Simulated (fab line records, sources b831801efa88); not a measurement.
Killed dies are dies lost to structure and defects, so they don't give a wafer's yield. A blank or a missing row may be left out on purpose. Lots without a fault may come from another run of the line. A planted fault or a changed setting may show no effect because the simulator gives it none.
fab line records | flow sky130
record lots=14 wafers=42 last_day=52
route steps=708 shown SONOS_ONO@169 GATE_OXIDE@200 RES_PROTECT@214 LDD_N@250
lots that met no fault: from a run of the same line without faults
start_h: hours from the record's first day to the start of the lot's first wafer shown | wait_h: hours since the lot's step before | " the same as in the row above | L1.1+2: a row that stands for several wafers | - no value, or no start given | * or withheld: withheld | < > ~ a bound
route shown NAME@n: a module of which the file shows steps, and the number in the route of the first | usual: mean/standard deviation of fault-free wafers | same: alike in all rows | chamber/n: place in a boat | sites: the reading at each site | _std_site: their standard deviation | _edge_site: outer sites' mean less inner sites' | radius_mm: how far each site lies from the wafer's centre | mask NAME#n: copy n | behind: the tool/chamber that last shaped the wafer | hold: why the lot was held/for how many hours/how that ended | device: the transistor (n, p or np) that didn't switch | end of line: the same wafers' tests at the end of the route | a step without rows: its recipe alone | killed: dies lost to structure and defects at the first sort, not the wafer's yield | map: a wafer's dies, x killed, . not, _ none there
set.NAME: the setting as run; set.NAME@STEP: as run at that earlier step | model.NAME: the simulator's own value behind a step, which no gauge read
steps of the route over a sample of lots; a table a step, a row a wafer
services: from which hour (start_h, from the record's first day; less than 0 if before it) a tool's chamber was out of use, for how many hours, and why
## steps
# step SKY_SONOS_ONO_THK_MEAS_01
# recipe reads=SiO2_of_SONOS_ONO_OXIDATION_00
# usual SONOS_ONO_OXIDATION_THK=2.64/0.051
# columns lot.wafer tool chamber start_h wait_h SONOS_ONO_OXIDATION_THK[nm]
L333.1 film_metro-02 - 285.74 0.0 2.68
L333.4 " - " " 2.70
L333.5 " - " " 2.73
L337.1 film_metro-04 - 299.86 0.0 2.71
L337.2 " - " " 2.72
L337.3 " - " " 2.73
L336.2 film_metro-02 - 299.87 0.0 2.62
L336.4 " - " " 2.67
L336.6 " - " " 2.72
L339.2 film_metro-02 - 299.93 0.1 2.62
L339.4 " - " " 2.63
L339.6 " - " " 2.65
L340.1 film_metro-04 - 303.32 0.0 2.65
L340.4 " - " " 2.58
L340.5 " - " " 2.64
L341.2 film_metro-02 - 303.33 0.0 2.68
L341.4 " - " " 2.66
L341.6 " - " " 2.70
L346.2 film_metro-04 - 451.47 0.0 2.59
L346.4 " - " " 2.59
L346.5 " - " " 2.56
L351.1 film_metro-04 - 467.87 0.0 2.59
L351.3 " - " " 2.64
L351.5 " - " " 2.52
L350.1 film_metro-01 - 468.26 0.0 2.61
L350.2 " - " " 2.61
L350.4 " - " " 2.61
L352.1 film_metro-04 - 469.61 0.0 2.67
L352.3 " - " " 2.64
L352.5 " - " " 2.63
L348.1 film_metro-02 - 471.89 0.0 2.61
L348.3 " - " " 2.56
L348.4 " - " " 2.60
L353.4 film_metro-02 - 472.49 0.0 2.66
L353.5 " - " " 2.62
L353.6 " - " " 2.61
L355.1 film_metro-02 - 473.24 0.0 2.57
L355.3 " - " " 2.54
L355.4 " - " " 2.61
L354.1 film_metro-01 - 475.95 0.0 2.68
L354.2 " - " " 2.65
L354.4 " - " " 2.67
# step SKY_GATE_OXIDE_STRIP_13
# recipe chemistry=O2/N2 power_w=1400 pressure_mtorr=1500 platen_temp_c=withheld o2_flow_sccm=3000 n2_flow_sccm=300 overash_fraction=0.5
# usual drypump_motor_current_A=5.69/0.25 oes_product_au=0.715/0.0044 strip_time_to_endpoint_s=14.19/0.034
# columns lot.wafer tool chamber start_h wait_h drypump_motor_current_A oes_product_au rf_hours_counter_h strip_time_to_endpoint_s
L333.1 plasma_asher-01 1 342.59 0.0 5.74 0.718 60 14.21
L333.4 " 1 " " 5.75 0.715 - 14.24
L333.5 " 0 " " 5.90 0.718 - 14.25
L336.2 plasma_asher-01 0 361.63 0.0 5.92 0.715 62 14.17
L336.4 " 0 " " 5.93 0.717 - 14.20
L336.6 " 1 " " 5.77 0.718 - 14.17
L339.2 plasma_asher-03 0 364.93 0.0 5.44 0.712 52 14.15
L339.4 " 0 " " 5.45 0.713 - 14.18
L339.6 " 1 " " 5.15 0.718 - 14.21
L337.1 plasma_asher-04 1 365.23 0.0 5.78 0.715 22 14.24
L337.2 " 0 " " 5.82 0.709 22 14.22
L337.3 " 0 " " 5.82 0.714 - 14.25
L340.1 plasma_asher-01 1 365.96 0.0 5.73 0.724 63 14.18
L340.4 " 0 " " 5.92 0.714 - 14.17
L340.5 " 1 " " 5.75 0.716 - 14.20
L341.2 plasma_asher-03 1 366.18 0.0 5.14 0.714 52 14.19
L341.4 " 0 " " 5.45 0.707 - 14.18
L341.6 " 0 " " 5.46 0.713 - 14.15
L346.2 plasma_asher-04 1 517.43 0.0 5.78 0.717 37 14.12
L346.4 " 0 " " 5.80 0.712 - 14.15
L346.5 " 0 " " 5.79 0.716 - 14.17
L351.1 plasma_asher-03 1 533.54 0.0 5.13 0.712 67 14.15
L351.3 " 0 " " 5.46 0.712 - 14.13
L351.5 " 1 " " 5.13 0.712 - 14.13
L350.1 plasma_asher-04 1 535.31 0.0 5.78 0.715 39 14.16
L350.2 " 0 " " 5.81 0.713 39 14.17
L350.4 " 0 " " 5.81 0.708 - 14.14
L352.1 plasma_asher-03 0 536.86 0.0 5.43 0.724 68 14.17
L352.3 " 0 " " 5.48 0.715 - 14.16
L352.5 " 0 " " 5.44 0.716 - 14.19
L348.1 plasma_asher-04 1 538.13 0.0 5.84 0.707 40 14.15
L348.3 " 1 " " 5.78 0.708 - 14.18
L348.4 " 0 " " 5.78 0.713 - 14.17
L353.4 plasma_asher-03 0 541.29 0.0 5.47 0.714 - 14.18
L353.5 " 1 " " 5.16 0.711 - 14.12
L353.6 " 0 " " 5.44 0.713 - 14.19
L355.1 plasma_asher-04 0 543.65 0.0 5.80 0.716 40 14.17
L355.3 " 1 " " 5.80 0.716 - 14.22
L355.4 " 0 " " 5.81 0.715 - 14.20
L354.1 plasma_asher-01 0 545.80 0.0 5.92 0.709 12 14.21
L354.2 " 1 " " 5.75 0.717 12 14.21
L354.4 " 1 " " 5.75 0.722 - 14.24
# step SKY_RES_PROTECT_STRIP_07
# recipe chemistry=O2/N2 power_w=1400 pressure_mtorr=1500 platen_temp_c=withheld o2_flow_sccm=3000 n2_flow_sccm=300 overash_fraction=0.5
# usual drypump_motor_current_A=5.63/0.25 oes_product_au=0.517/0.0043 strip_time_to_endpoint_s=23.31/0.042
# columns lot.wafer tool chamber start_h wait_h drypump_motor_current_A oes_product_au rf_hours_counter_h strip_time_to_endpoint_s
L333.1 plasma_asher-02 1 373.97 0.1 5.73 0.510 68 23.29
L333.4 " 1 " " 5.76 0.518 - 23.25
L333.5 " 1 " " 5.76 0.512 - 23.29
L336.2 plasma_asher-03 1 394.44 0.1 5.12 0.515 55 23.29
L336.4 " 0 " " 5.46 0.510 - 23.26
L336.6 " 0 " " 5.45 0.519 - 23.26
L337.1 plasma_asher-02 0 397.97 0.1 5.82 0.517 70 23.32
L337.2 " 1 " " 5.80 0.523 70 23.33
L337.3 " 0 " " 5.81 0.515 - 23.30
L339.2 plasma_asher-04 1 398.27 0.1 5.79 0.517 25 23.38
L339.4 " 1 " " 5.80 0.512 - 23.35
L339.6 " 0 " " 5.80 0.520 - 23.34
L340.1 plasma_asher-03 0 400.47 0.1 5.45 0.520 55 23.31
L340.4 " 0 " " 5.46 0.519 - 23.26
L340.5 " 0 " " 5.47 0.519 - 23.28
L341.2 plasma_asher-02 0 400.77 0.1 5.78 0.512 70 23.39
L341.4 " 0 " " 5.80 0.509 - 23.34
L341.6 " 1 " " 5.79 0.523 - 23.37
L346.2 plasma_asher-02 0 550.52 0.1 5.81 0.516 86 23.38
L346.4 " 0 " " 5.79 0.524 - 23.37
L346.5 " 0 " " 5.80 0.517 - 23.35
L351.1 plasma_asher-04 0 567.09 0.1 5.78 0.516 42 23.30
L351.3 " 0 " " 5.78 0.519 - 23.27
L351.5 " 0 " " 5.80 0.519 - 23.25
L350.1 plasma_asher-04 1 569.24 0.1 5.79 0.517 43 23.34
L350.2 " 0 " " 5.78 0.522 43 23.28
L350.4 " 0 " " 5.79 0.523 - 23.27
L352.1 plasma_asher-03 1 570.14 0.1 5.15 0.518 71 23.35
L352.3 " 0 " " 5.45 0.516 - 23.30
L352.5 " 0 " " 5.45 0.513 - 23.39
L348.1 plasma_asher-04 1 572.12 0.1 5.81 0.513 43 23.33
L348.3 " 1 " " 5.75 0.517 - 23.35
L348.4 " 0 " " 5.78 0.516 - 23.34
L353.4 plasma_asher-03 1 574.65 0.1 5.14 0.522 - 23.26
L353.5 " 0 " " 5.45 0.513 - 23.26
L353.6 " 1 " " 5.10 0.513 - 23.25
L355.1 plasma_asher-03 1 577.02 0.1 5.15 0.518 72 23.32
L355.3 " 0 " " 5.46 0.517 - 23.35
L355.4 " 1 " " 5.15 0.520 - 23.35
L354.1 plasma_asher-03 0 578.87 0.1 5.47 0.514 72 23.29
L354.2 " 1 " " 5.16 0.518 72 23.31
L354.4 " 1 " " 5.15 0.516 - 23.26
# step SKY_LDD_N_IMPLANT_13
# recipe species=BF2 energy_kev=50 dose_cm2=5e+12 tilt_deg=30 rotation_deg=90
# usual beam_energy_keV=50.002/0.015 beam_on_s=9.98/0.19
# columns lot.wafer tool chamber start_h wait_h beam_energy_keV beam_on_s
L333.1 implanter-02 0 442.81 0.1 49.990 10.02
L333.4 " 0 " " 49.988 10.07
L333.5 " 0 " " 49.995 9.89
L336.2 implanter-04 0 461.98 0.1 50.003 10.11
L336.4 " 0 " " 50.013 10.00
L336.6 " 0 " " 50.024 9.92
L337.1 implanter-02 0 465.36 0.1 50.035 9.91
L337.2 " 0 " " 50.023 10.34
L337.3 " 0 " " 49.995 10.15
L339.2 implanter-02 0 468.63 0.1 50.022 9.77
L339.4 " 0 " " 50.022 9.77
L339.6 " 0 " " 49.998 9.88
L340.1 implanter-04 0 468.85 0.1 50.020 9.93
L340.4 " 0 " " 50.009 10.38
L340.5 " 0 " " 49.992 10.01
L341.2 implanter-03 0 469.18 0.1 50.027 9.97
L341.4 " 0 " " 50.003 10.04
L341.6 " 0 " " 50.000 9.72
L346.2 implanter-02 0 615.73 0.1 50.020 9.53
L346.4 " 0 " " 49.999 10.08
L346.5 " 0 " " 49.976 9.58
L351.1 implanter-04 0 631.96 0.1 49.989 10.26
L351.3 " 0 " " 49.994 9.99
L351.5 " 0 " " 49.981 10.21
L350.1 implanter-03 - 634.58 0.1 - -
L350.2 " - " " - -
L350.4 " - " " - -
L352.1 implanter-02 0 635.21 0.1 49.998 10.11
L352.3 " 0 " " 50.009 9.66
L352.5 " 0 " " 49.998 9.78
L348.1 implanter-03 - 637.00 0.1 - -
L348.3 " - " " - -
L348.4 " - " " - -
L353.4 implanter-04 0 641.56 0.1 50.006 10.07
L353.5 " 0 " " 50.014 9.82
L353.6 " 0 " " 49.995 9.78
L355.1 implanter-02 0 641.70 0.1 50.008 9.90
L355.3 " 0 " " 49.982 9.94
L355.4 " 0 " " 49.997 10.12
L354.1 implanter-02 0 643.58 0.1 50.005 9.87
L354.2 " 0 " " 50.015 9.88
L354.4 " 0 " " 50.006 9.92
## services
# columns tool chamber start_h hours kind
plasma_asher-04 - 329.49 5.1 repair
implanter-03 - 359.44 2.2 repair
plasma_asher-04 - 395.99 1.9 repair
implanter-04 - 401.83 4.6 pm
plasma_asher-01 - 421.25 9.0 pm
plasma_asher-02 - 461.82 1.2 repair
plasma_asher-03 - 463.18 15.6 pm
implanter-02 - 469.06 11.6 pm
plasma_asher-04 - 480.39 2.8 pm
implanter-02 - 484.91 4.0 repair
plasma_asher-04 - 485.57 3.0 repair
plasma_asher-03 - 486.63 1.0 repair
plasma_asher-01 - 493.92 2.3 repair
implanter-02 - 494.24 3.3 pm
plasma_asher-01 - 516.65 1.2 repair
implanter-02 - 516.79 7.7 pm
plasma_asher-02 - 528.37 0.6 repair
implanter-04 - 532.37 3.0 repair
implanter-02 - 548.49 1.2 repair
implanter-04 - 583.80 1.6 repair
implanter-04 - 604.22 5.7 pm
plasma_asher-03 - 629.99 2.8 pm
plasma_asher-01 - 636.26 12.8 repair
plasma_asher-03 - 640.92 17.2 repair
## key
first_sign step=SKY_LDD_N_IMPLANT_13 reading=tool_record direction=missing
effect none on later readings
met_at SKY_LDD_N_IMPLANT_13
struck_lots L348,L350
later_rows_left_out L348.1,L348.3,L348.4,L350.1,L350.2,L350.4
sort_left_out L348.1,L348.3,L348.4,L350.1,L350.2,L350.4
tester_left_out L348,L350
not_acting_at SKY_SONOS_ONO_THK_MEAS_01,SKY_GATE_OXIDE_STRIP_13,SKY_RES_PROTECT_STRIP_07
onset_between 469.18 634.58
fault kind=skipped_step_whole tool=implanter-03 chamber=- onset_h=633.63 steps=SKY_LDD_N_IMPLANT_13 scope=struck_lots_only
# tester_left_out: of these lots the tester's yield and bins aren't shown, on N5 and GAA mostly nor the transistor test; their killed dies are dies lost to structure and defects alone, not to doping, threshold or leakage, so they don't give the yield
# sort_left_out: the simulated sort isn't trusted on such a fault, so these wafers' sort isn't shown, and their yield isn't known
# later_rows_left_out: the simulator's readings of these wafers behind a module that went badly wrong aren't trusted and aren't shown, but for the sort
